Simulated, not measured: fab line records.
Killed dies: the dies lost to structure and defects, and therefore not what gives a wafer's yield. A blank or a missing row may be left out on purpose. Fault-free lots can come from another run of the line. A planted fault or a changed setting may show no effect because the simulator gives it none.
fab line records	flow sky130	part 1 of 2: steps 1 to 24 of 32
[record] lots = 5	wafers = 15	last-day = 49
route steps=708 shown POLY_GATE@222 LDD_N@237
lots that met no fault: taken from a fault-free run of the same line
start-h: hours from the record's first day to the start of the lot's first wafer shown	wait-h: hours since the lot's step before	" same as the row above	L1.1+2: one row covering several wafers at once	- no value present, or no start provided	* or withheld: withheld	< > ~ a bound
route shown NAME@n: names a module that has steps shown in the file, with the first one's number in the route	usual: mean and standard deviation over wafers with no fault	same: alike in all rows	chamber/n: place in a boat	sites: per-site readings	_std_site: standard deviation across them	_edge_site: mean of outer sites minus mean of inner sites	radius-mm: for every site, how far away it sits from the centre of the wafer	mask NAME#n: copy n	behind: the last tool/chamber to shape the wafer	hold: why the lot was held/for how many hours/how that ended	device: the transistor (n, p or np) that didn't switch	end of line: the same wafers' tests at the end of the route	a step with no rows: only its recipe	killed: not the wafer's yield, but the dies lost to structure and defects at the first sort	map: shows each die of a wafer: x if killed, . if not, _ if none is there
set.NAME: the setting as run; set.NAME@STEP: as run at that earlier step	model.NAME: the simulator's own value behind a step, which no gauge read
lots at selected steps of the route; one table per step, one row per wafer
services: from which hour (start-h, from the record's first day; less than 0 if before it) a tool's chamber was out of use, for how many hours, and why
[[steps]]
[step SKY_POLY_GATE_COAT_08]
[recipe] resist = KrF-thick	spin-rpm = 3000	resist-thk-nm = 450
[usual] resist-line-temp-C = 22.99/0.097	spin-speed-rpm = 3000.3/2.7
lot.wafer	tool	chamber	start-h	wait-h	resist-line-temp-C	spin-speed-rpm
L078.3	litho-track-02	0	-	-	23.19	2994.7
L078.4	"	0	"	"	23.04	2998.9
L078.5	"	0	"	"	22.94	2998.1
L079.3	litho-track-04	0	-	-	22.99	2995.9
L079.5	"	0	"	"	22.98	2997.2
L079.6	"	0	"	"	22.80	2999.2
L084.2	litho-track-01	0	-	-	22.90	2997.9
L084.4	"	0	"	"	23.12	2997.3
L084.6	"	0	"	"	23.02	3001.9
L086.1	litho-track-04	0	-	-	23.14	2998.2
L086.3	"	0	"	"	23.01	2999.3
L086.6	"	0	"	"	23.14	2997.4
L091.2	litho-track-04	0	-	-	22.88	2996.6
L091.3	"	0	"	"	22.78	3000.6
L091.6	"	0	"	"	22.93	3001.3
[step SKY_POLY_GATE_SOFTBAKE_09]
[recipe] temp-c = 100	time-s = 90	resist = KrF-thick
[usual] resist-line-temp-C = 22.99/0.098
lot.wafer	tool	chamber	start-h	wait-h	resist-line-temp-C
L078.3	litho-track-02	0	-	-	22.95
L078.4	"	0	"	"	22.95
L078.5	"	0	"	"	22.99
L079.3	litho-track-04	0	-	-	22.97
L079.5	"	0	"	"	22.99
L079.6	"	0	"	"	22.91
L084.2	litho-track-01	0	-	-	22.97
L084.4	"	0	"	"	23.07
L084.6	"	0	"	"	22.95
L086.1	litho-track-04	0	-	-	23.16
L086.3	"	0	"	"	22.94
L086.6	"	0	"	"	22.98
L091.2	litho-track-04	0	-	-	22.89
L091.3	"	0	"	"	23.02
L091.6	"	0	"	"	23.04
[step SKY_POLY_GATE_EXPOSE_10]
[recipe] mask-id = P1M	na = 0.68	source-shape = conventional	sigma-outer = 0.6	target-cd-nm = 150	dose-mj = 28
lot.wafer	tool	chamber	start-h	wait-h	mask
L078.3+4+5	krf-scanner-02	0	-	-	P1M#0
L079.3+5+6	krf-scanner-01	0	-	-	P1M#0
L084.2+4+6	krf-scanner-02	0	-	-	P1M#0
L086.1+3+6	krf-scanner-01	0	-	-	P1M#0
L091.2+3+6	krf-scanner-02	0	-	-	P1M#0
[step SKY_POLY_GATE_PEB_11]
[recipe] peb-temp-c = withheld	peb-time-s = withheld	resist = KrF-thick
[usual] resist-line-temp-C = *
lot.wafer	tool	chamber	start-h	wait-h	resist-line-temp-C
L078.3	litho-track-04	0	-	-	*
L078.4	"	0	"	"	*
L078.5	"	0	"	"	*
L079.3	litho-track-02	0	-	-	*
L079.5	"	0	"	"	*
L079.6	"	0	"	"	*
L084.2	litho-track-01	0	-	-	*
L084.4	"	0	"	"	*
L084.6	"	0	"	"	*
L086.1	litho-track-04	0	-	-	*
L086.3	"	0	"	"	*
L086.6	"	0	"	"	*
L091.2	litho-track-02	0	-	-	*
L091.3	"	0	"	"	*
L091.6	"	0	"	"	*
[step SKY_POLY_GATE_DEVELOP_12]
[recipe] develop-time-s = 60	resist = KrF-thick	dev-temp-c = 21
[usual] resist-line-temp-C = 23.01/0.12
lot.wafer	tool	chamber	start-h	wait-h	resist-line-temp-C
L078.3	litho-track-04	0	-	-	22.96
L078.4	"	0	"	"	23.00
L078.5	"	0	"	"	23.12
L079.3	litho-track-02	0	-	-	23.22
L079.5	"	0	"	"	23.00
L079.6	"	0	"	"	23.13
L084.2	litho-track-01	0	-	-	22.84
L084.4	"	0	"	"	22.88
L084.6	"	0	"	"	22.84
L086.1	litho-track-04	0	-	-	23.19
L086.3	"	0	"	"	23.07
L086.6	"	0	"	"	23.07
L091.2	litho-track-02	0	-	-	23.10
L091.3	"	0	"	"	22.89
L091.6	"	0	"	"	23.11
[step SKY_POLY_GATE_CD_MEAS_13]
[recipe] target-cd-nm = 150
[usual] cd-nm = 149.7/1.3
lot.wafer	tool	chamber	start-h	wait-h	cd-nm
L078.3	cd-sem-01	-	403.98	-	150.9
L078.4	"	-	"	"	150.5
L078.5	"	-	"	"	151.0
L079.3	cd-sem-01	-	415.78	-	148.0
L079.5	"	-	"	"	147.7
L079.6	"	-	"	"	147.2
L084.2	cd-sem-01	-	458.27	-	150.8
L084.4	"	-	"	"	150.2
L084.6	"	-	"	"	151.0
L086.1	cd-sem-01	-	477.64	-	147.5
L086.3	"	-	"	"	148.6
L086.6	"	-	"	"	148.8
L091.2	cd-sem-01	-	523.71	-	147.5
L091.3	"	-	"	"	146.2
L091.6	"	-	"	"	148.0
[step SKY_POLY_GATE_OVL_MEAS_14]
[usual] POLY_GATE_OVL = 0/6.2
lot.wafer	tool	chamber	start-h	wait-h	POLY_GATE_OVL[nm]
L078.3	overlay-02	-	404.07	0.1	6
L078.4	"	-	"	"	6
L078.5	"	-	"	"	8
L079.3	overlay-02	-	415.87	0.1	5
L079.5	"	-	"	"	7
L079.6	"	-	"	"	3
L084.2	overlay-01	-	458.38	0.1	-6
L084.4	"	-	"	"	-1
L084.6	"	-	"	"	1
L086.1	overlay-01	-	477.76	0.1	7
L086.3	"	-	"	"	7
L086.6	"	-	"	"	16
L091.2	overlay-01	-	523.81	0.1	-1
L091.3	"	-	"	"	-3
L091.6	"	-	"	"	-4
[step SKY_POLY_GATE_ETCH_15]
[recipe] chemistry = N2/H2	target = BARC	ion-energy-ev = 200	source-w = 500	bias-w = 100	pressure-mtorr = 30	n2-flow-sccm = 100	h2-flow-sccm = 200	stop-on = SiO2	time-s = 118.5	target-depth-a = 1100
[usual] drypump-motor-current-A = 6.0/0.57	oes-product-au = 0.717/0.0042	throttle-valve-pct = 13.212/0.0093
lot.wafer	tool	chamber	start-h	wait-h	drypump-motor-current-A	oes-product-au	rf-hours-counter-h	throttle-valve-pct
L078.3	rie-diel-01	2	404.10	0.0	5.9	0.721	6	13.227
L078.4	"	3	"	"	5.4	0.719	31	13.214
L078.5	"	1	"	"	6.5	0.714	-	13.193
L079.3	rie-diel-03	1	415.89	0.0	6.6	0.708	59	13.204
L079.5	"	1	"	"	6.6	0.711	-	13.199
L079.6	"	2	"	"	5.7	0.717	-	13.212
L084.2	rie-diel-01	3	458.41	0.0	5.4	0.710	32	13.208
L084.4	"	2	"	"	5.9	0.714	7	13.207
L084.6	"	2	"	"	5.9	0.718	-	13.210
L086.1	rie-diel-02	1	477.80	0.0	4.8	0.711	7	13.211
L086.3	"	0	"	"	6.2	0.714	60	13.218
L086.6	"	3	"	"	6.6	0.717	-	13.209
L091.2	rie-diel-02	3	523.84	0.0	6.6	0.719	77	13.196
L091.3	"	0	"	"	6.2	0.720	61	13.204
L091.6	"	1	"	"	4.8	0.720	-	13.219
[step SKY_POLY_GATE_ETCH_16]
[recipe] stop-on = poly-Si	chemistry = CH3F/O2	target = Si3N4	source-w = 400	bias-w = 80	pressure-mtorr = 25	ch3f-flow-sccm = 40	O2_flow_sccm = 30	time-s = 147.5	target-depth-a = 750
[usual] drypump-motor-current-A = 6.0/0.57	oes-product-au = 0.639/0.0052	throttle-valve-pct = 10.534/0.0092
lot.wafer	tool	chamber	start-h	wait-h	drypump-motor-current-A	oes-product-au	rf-hours-counter-h	throttle-valve-pct
L078.3	rie-diel-01	2	404.18	0.0	5.9	0.636	6	10.534
L078.4	"	3	"	"	5.5	0.644	31	10.528
L078.5	"	1	"	"	6.5	0.638	-	10.539
L079.3	rie-diel-03	1	415.98	0.0	6.6	0.643	59	10.545
L079.5	"	1	"	"	6.6	0.640	-	10.530
L079.6	"	2	"	"	5.7	0.640	-	10.544
L084.2	rie-diel-01	3	458.49	0.0	5.4	0.638	32	10.548
L084.4	"	2	"	"	5.8	0.638	7	10.538
L084.6	"	2	"	"	5.8	0.643	-	10.538
L086.1	rie-diel-02	1	477.88	0.0	4.8	0.639	7	10.534
L086.3	"	0	"	"	6.2	0.637	60	10.541
L086.6	"	3	"	"	6.7	0.645	-	10.539
L091.2	rie-diel-02	3	523.93	0.0	6.6	0.642	77	10.544
L091.3	"	0	"	"	6.2	0.642	61	10.550
L091.6	"	1	"	"	4.8	0.649	-	10.517
[step SKY_POLY_GATE_ETCH_17]
[recipe] target-depth-nm = 180	stop-on = SiO2	over-etch-frac = 0.56667	chemistry = HBr/Cl2	target = poly-Si	icp-w = 400	bias-w = 100	pressure-mtorr = 10	HBr_flow_sccm = 150	Cl2_flow_sccm = 50	time-s = 70.5
[usual] HBr_flow_sccm = 150.0/0.47	drypump-motor-current-A = 5.8/0.55	oes-product-au = 0.984/0.011	throttle-valve-pct = 33.685/0.009
lot.wafer	tool	chamber	start-h	wait-h	HBr_flow_sccm	drypump-motor-current-A	oes-product-au	rf-hours-counter-h	throttle-valve-pct
L078.3	rie-si-02	0	404.28	0.0	150.4	5.3	0.980	7	33.683
L078.4	"	1	"	"	150.3	4.8	0.967	2	33.680
L078.5	"	1	"	"	149.9	4.8	0.968	-	33.685
L079.3	rie-si-01	0	416.08	0.0	149.4	5.7	0.992	60	33.672
L079.5	"	2	"	"	150.4	6.7	1.007	-	33.701
L079.6	"	3	"	"	150.3	5.6	0.992	-	33.687
L084.2	rie-si-02	0	458.59	0.0	149.7	5.4	0.991	7	33.689
L084.4	"	3	"	"	150.3	6.1	0.980	15	33.693
L084.6	"	2	"	"	149.9	6.0	0.966	-	33.684
L086.1	rie-si-02	2	477.98	0.0	149.8	6.0	0.982	5	33.678
L086.3	"	1	"	"	149.9	4.8	0.973	2	33.675
L086.6	"	1	"	"	150.6	4.8	0.973	-	33.697
L091.2	rie-si-01	1	524.03	0.0	150.4	5.9	0.982	3	33.699
L091.3	"	2	"	"	151.0	6.7	0.982	22	33.678
L091.6	"	1	"	"	150.5	5.9	0.982	-	33.690
[step SKY_POLY_GATE_STRIP_18]
[recipe] chemistry = O2/N2	power-w = 1400	pressure-mtorr = 1500	platen-temp-c = withheld	o2-flow-sccm = 3000	n2-flow-sccm = 300	overash-fraction = 0.5
[usual] drypump-motor-current-A = 6.03/0.28	oes-product-au = 0.362/0.0047	strip-time-to-endpoint-s = 3.18/0.056
lot.wafer	tool	chamber	start-h	wait-h	drypump-motor-current-A	oes-product-au	rf-hours-counter-h	strip-time-to-endpoint-s
L078.3	plasma-asher-01	0	404.37	0.1	5.81	0.359	-	3.12
L078.4	"	1	"	"	5.48	0.363	-	3.23
L078.5	"	1	"	"	5.48	0.369	-	3.18
L079.3	plasma-asher-02	0	416.16	0.1	6.07	0.362	-	3.16
L079.5	"	0	"	"	6.07	0.355	-	3.15
L079.6	"	1	"	"	6.35	0.365	-	3.09
L084.2	plasma-asher-04	1	458.64	0.0	6.11	0.360	3	3.19
L084.4	"	1	"	"	6.11	0.362	-	3.18
L084.6	"	0	"	"	6.25	0.366	-	3.21
L086.1	plasma-asher-02	1	478.03	0.0	6.29	0.362	69	3.23
L086.3	"	0	"	"	6.04	0.360	-	3.16
L086.6	"	1	"	"	6.33	0.366	-	3.14
L091.2	plasma-asher-02	0	524.08	0.0	6.03	0.358	74	3.19
L091.3	"	0	"	"	6.04	0.360	-	3.12
L091.6	"	0	"	"	6.10	0.372	-	3.22
[step SKY_POLY_GATE_CLEAN_19]
[recipe] chemistry = SC1/SC2	mix = 1:4:20	temp-c = 70	time-s = 150	dry = n2-spin
[usual] bath-guard-temp-C = 69.8/0.44
lot.wafer	tool	chamber	start-h	wait-h	bath-guard-temp-C
L078.3	wet-bench-01	0	404.43	0.0	68.8
L078.4	"	0	"	"	69.2
L078.5	"	0	"	"	68.9
L079.3	wet-bench-01	3	416.23	0.0	69.8
L079.5	"	3	"	"	70.0
L079.6	"	3	"	"	70.2
L084.2	wet-bench-03	1	458.74	0.1	70.0
L084.4	"	1	"	"	69.8
L084.6	"	1	"	"	70.0
L086.1	wet-bench-03	3	478.13	0.1	69.6
L086.3	"	3	"	"	69.8
L086.6	"	3	"	"	69.4
L091.2	wet-bench-01	3	524.18	0.1	70.1
L091.3	"	3	"	"	69.8
L091.6	"	3	"	"	70.1
[step SKY_POLY_GATE_OXIDATION_20]
[recipe] temp-c = 850	ambient = O2	stabilise-s = 600	purge-s = 300	target-thk-a = 40	ox-time-s = 899
[usual] spike-tc-lower-C = 850.7/1	tube_center_temp_C_max = 852.2/0.34	zone-power-upper-pct = 17.6/0.3
lot.wafer	tool	chamber	start-h	wait-h	spike-tc-lower-C	tube_center_temp_C_max	zone-power-upper-pct
L078.3	furnace-01	0	405.65	1.2	852.5	852.2	17.9
L078.4	"	0	"	"	850.2	852.1	17.8
L078.5	"	0	"	"	850.6	852.7	18.1
L079.3	furnace-01	0	416.69	0.4	850.2	852.2	17.6
L079.5	"	0	"	"	852.8	852.7	17.9
L079.6	"	0	"	"	850.9	851.9	18.0
L084.2	furnace-02	0	458.79	0.0	850.2	852.2	17.0
L084.4	"	0	"	"	850.6	852.0	17.1
L084.6	"	0	"	"	852.2	852.1	17.2
L086.1	furnace-01	0	478.18	0.0	851.5	852.5	17.7
L086.3	"	0	"	"	850.1	851.9	18.0
L086.6	"	0	"	"	852.2	852.3	17.2
L091.2	furnace-01	0	524.24	0.0	850.9	852.1	17.6
L091.3	"	0	"	"	848.9	851.6	17.9
L091.6	"	0	"	"	850.7	851.7	17.8
[step SKY_POLY_GATE_THK_MEAS_21]
[recipe] reads = SiO2_of_POLY_GATE_OXIDATION_20
[usual] POLY_GATE_OXIDATION_THK = 4.02/0.076
lot.wafer	tool	chamber	start-h	wait-h	POLY_GATE_OXIDATION_THK[nm]
L078.3	film-metro-02	-	406.92	0.0	4.10
L078.4	"	-	"	"	4.08
L078.5	"	-	"	"	4.12
L079.3	film-metro-02	-	417.96	0.0	4.11
L079.5	"	-	"	"	3.97
L079.6	"	-	"	"	3.98
L084.2	film-metro-03	-	460.05	0.0	4.05
L084.4	"	-	"	"	4.05
L084.6	"	-	"	"	4.02
L086.1	film-metro-03	-	479.43	0.0	4.06
L086.3	"	-	"	"	4.05
L086.6	"	-	"	"	4.03
L091.2	film-metro-01	-	525.50	0.0	4.08
L091.3	"	-	"	"	3.98
L091.6	"	-	"	"	4.02
[step SKY_POLY_GATE_CD_MEAS_22]
[usual] cd-nm = 150.9/2.9
lot.wafer	tool	chamber	start-h	wait-h	cd-nm
L078.3	cd-sem-01	-	407.01	0.1	153.6
L078.4	"	-	"	"	148.4
L078.5	"	-	"	"	147.1
L079.3	cd-sem-01	-	418.13	0.2	146.1
L079.5	"	-	"	"	149.7
L079.6	"	-	"	"	147.0
L084.2	cd-sem-01	-	460.13	0.1	150.7
L084.4	"	-	"	"	153.7
L084.6	"	-	"	"	155.6
L086.1	cd-sem-01	-	479.49	0.1	146.9
L086.3	"	-	"	"	145.5
L086.6	"	-	"	"	145.6
L091.2	cd-sem-02	-	525.58	0.1	148.6
L091.3	"	-	"	"	148.0
L091.6	"	-	"	"	148.7
[step SKY_LDD_N_DEHYDRATE_00]
[recipe] temp-c = 200	time-s = 60
[usual] resist-line-temp-C = 22.99/0.11
lot.wafer	tool	chamber	start-h	wait-h	resist-line-temp-C
L078.3	litho-track-04	0	421.99	15.0	23.19
L078.4	"	0	"	"	23.03
L078.5	"	0	"	"	23.07
L079.3	litho-track-01	0	433.15	15.0	22.78
L079.5	"	0	"	"	22.91
L079.6	"	0	"	"	23.05
L084.2	litho-track-01	0	475.08	14.9	23.12
L084.4	"	0	"	"	22.93
L084.6	"	0	"	"	23.07
L086.1	litho-track-04	0	494.59	15.1	23.00
L086.3	"	0	"	"	22.92
L086.6	"	0	"	"	23.04
L091.2	litho-track-03	0	539.65	14.0	22.90
L091.3	"	0	"	"	23.07
L091.6	"	0	"	"	22.95
[step SKY_LDD_N_HMDS_01]
[recipe] prime-time-s = 60	prime-temp-c = 120
[usual] resist-line-temp-C = 23.00/0.12
lot.wafer	tool	chamber	start-h	wait-h	resist-line-temp-C
L078.3	litho-track-04	0	422.14	0.1	22.94
L078.4	"	0	"	"	22.92
L078.5	"	0	"	"	22.97
L079.3	litho-track-01	0	433.30	0.1	22.84
L079.5	"	0	"	"	22.84
L079.6	"	0	"	"	22.88
L084.2	litho-track-01	0	475.23	0.1	22.93
L084.4	"	0	"	"	22.93
L084.6	"	0	"	"	22.93
L086.1	litho-track-04	0	494.74	0.1	22.78
L086.3	"	0	"	"	22.82
L086.6	"	0	"	"	22.81
L091.2	litho-track-03	0	539.80	0.1	23.04
L091.3	"	0	"	"	23.02
L091.6	"	0	"	"	22.88
[step SKY_LDD_N_COAT_02]
[recipe] resist = NOVOLAK	spin-rpm = 3000	resist-thk-nm = 300
[usual] resist-line-temp-C = 23.00/0.099	spin-speed-rpm = 3000.1/1.9
lot.wafer	tool	chamber	start-h	wait-h	resist-line-temp-C	spin-speed-rpm
L078.3	litho-track-04	0	422.29	0.1	23.08	2996.8
L078.4	"	0	"	"	23.00	2998.0
L078.5	"	0	"	"	23.11	3003.7
L079.3	litho-track-01	0	433.45	0.1	22.96	3000.3
L079.5	"	0	"	"	23.12	2999.0
L079.6	"	0	"	"	23.04	3000.5
L084.2	litho-track-01	0	475.38	0.1	22.94	3000.3
L084.4	"	0	"	"	23.04	2997.9
L084.6	"	0	"	"	23.09	3002.8
L086.1	litho-track-04	0	494.89	0.1	23.03	3000.7
L086.3	"	0	"	"	23.16	3000.2
L086.6	"	0	"	"	23.03	2997.6
L091.2	litho-track-03	0	539.95	0.1	22.90	3000.4
L091.3	"	0	"	"	23.09	3002.4
L091.6	"	0	"	"	23.02	2998.8
[step SKY_LDD_N_SOFTBAKE_03]
[recipe] temp-c = 90	time-s = 60	resist = NOVOLAK
[usual] resist-line-temp-C = 23.02/0.11
lot.wafer	tool	chamber	start-h	wait-h	resist-line-temp-C
L078.3	litho-track-04	0	422.44	0.1	23.01
L078.4	"	0	"	"	23.05
L078.5	"	0	"	"	23.08
L079.3	litho-track-01	0	433.60	0.1	22.88
L079.5	"	0	"	"	23.13
L079.6	"	0	"	"	22.94
L084.2	litho-track-01	0	475.53	0.1	22.98
L084.4	"	0	"	"	22.88
L084.6	"	0	"	"	22.95
L086.1	litho-track-04	0	495.04	0.1	22.96
L086.3	"	0	"	"	22.98
L086.6	"	0	"	"	23.04
L091.2	litho-track-03	0	540.10	0.1	22.97
L091.3	"	0	"	"	23.02
L091.6	"	0	"	"	23.14
[step SKY_LDD_N_EXPOSE_04]
[recipe] mask-id = NTM	target-cd-nm = 840	na = 0.6	source-shape = conventional	sigma-outer = 0.6	dose-mj = 110
lot.wafer	tool	chamber	start-h	wait-h	mask
L078.3+4+5	iline-stepper-02	0	-	-	NTM#0
L079.3+5+6	iline-stepper-01	0	-	-	NTM#0
L084.2+4+6	iline-stepper-01	0	-	-	NTM#0
L086.1+3+6	iline-stepper-02	0	-	-	NTM#0
L091.2+3+6	iline-stepper-02	0	-	-	NTM#0
[step SKY_LDD_N_PEB_05]
[recipe] temp-c = withheld	time-s = *	resist = NOVOLAK
[usual] resist-line-temp-C = *
lot.wafer	tool	chamber	start-h	wait-h	resist-line-temp-C
L078.3	litho-track-04	0	-	-	*
L078.4	"	0	"	"	*
L078.5	"	0	"	"	*
L079.3	litho-track-03	0	-	-	*
L079.5	"	0	"	"	*
L079.6	"	0	"	"	*
L084.2	litho-track-04	0	-	-	*
L084.4	"	0	"	"	*
L084.6	"	0	"	"	*
L086.1	litho-track-04	0	-	-	*
L086.3	"	0	"	"	*
L086.6	"	0	"	"	*
L091.2	litho-track-04	0	-	-	*
L091.3	"	0	"	"	*
L091.6	"	0	"	"	*
[step SKY_LDD_N_DEVELOP_06]
[recipe] develop-time-s = 60	dev-temp-c = 23
[usual] resist-line-temp-C = 23.02/0.11
lot.wafer	tool	chamber	start-h	wait-h	resist-line-temp-C
L078.3	litho-track-04	0	437.39	0.1	23.03
L078.4	"	0	"	"	23.17
L078.5	"	0	"	"	22.94
L079.3	litho-track-03	0	449.38	0.1	23.19
L079.5	"	0	"	"	23.05
L079.6	"	0	"	"	22.99
L084.2	litho-track-04	0	490.77	0.1	23.11
L084.4	"	0	"	"	22.99
L084.6	"	0	"	"	22.94
L086.1	litho-track-04	0	510.34	0.1	22.82
L086.3	"	0	"	"	22.91
L086.6	"	0	"	"	22.87
L091.2	litho-track-04	0	555.42	0.1	22.95
L091.3	"	0	"	"	23.19
L091.6	"	0	"	"	23.05
[step SKY_LDD_N_OVL_MEAS_07]
[usual] LDD_N_OVL = -0.4/1.5
lot.wafer	tool	chamber	start-h	wait-h	LDD_N_OVL[nm]
L078.3	overlay-02	-	437.54	0.1	-1.3
L078.4	"	-	"	"	-0.3
L078.5	"	-	"	"	0.1
L079.3	overlay-02	-	449.49	0.1	-1.2
L079.5	"	-	"	"	-2.3
L079.6	"	-	"	"	-1.9
L084.2	overlay-01	-	490.90	0.1	1.1
L084.4	"	-	"	"	-0.1
L084.6	"	-	"	"	1.1
L086.1	overlay-01	-	510.49	0.1	0.4
L086.3	"	-	"	"	1.7
L086.6	"	-	"	"	1.1
L091.2	overlay-02	-	555.55	0.1	-2.2
L091.3	"	-	"	"	0.1
L091.6	"	-	"	"	-2.0
[step SKY_LDD_N_IMPLANT_08]
[recipe] species = As	energy-kev = 20	dose-cm2 = 7.5e+13	tilt-deg = withheld	rotation-deg = 23
[usual] end-station-pressure-torr = 5.3e-06/2.9e-07
[same] implant-ion-amu = 75
lot.wafer	tool	chamber	start-h	wait-h	end-station-pressure-torr
L078.3	implanter-03	0	437.61	0.1	5.08e-06
L078.4	"	0	"	"	5.33e-06
L078.5	"	0	"	"	5.23e-06
L079.3	implanter-02	0	449.57	0.1	4.75e-06
L079.5	"	0	"	"	4.95e-06
L079.6	"	0	"	"	4.74e-06
L084.2	implanter-02	0	490.95	0.0	5.25e-06
L084.4	"	0	"	"	5.26e-06
L084.6	"	0	"	"	5.2e-06
L086.1	implanter-02	0	510.53	0.0	5.34e-06
L086.3	"	0	"	"	5.08e-06
L086.6	"	0	"	"	5.66e-06
L091.2	implanter-03	0	555.60	0.0	5.44e-06
L091.3	"	0	"	"	5.27e-06
L091.6	"	0	"	"	5.48e-06
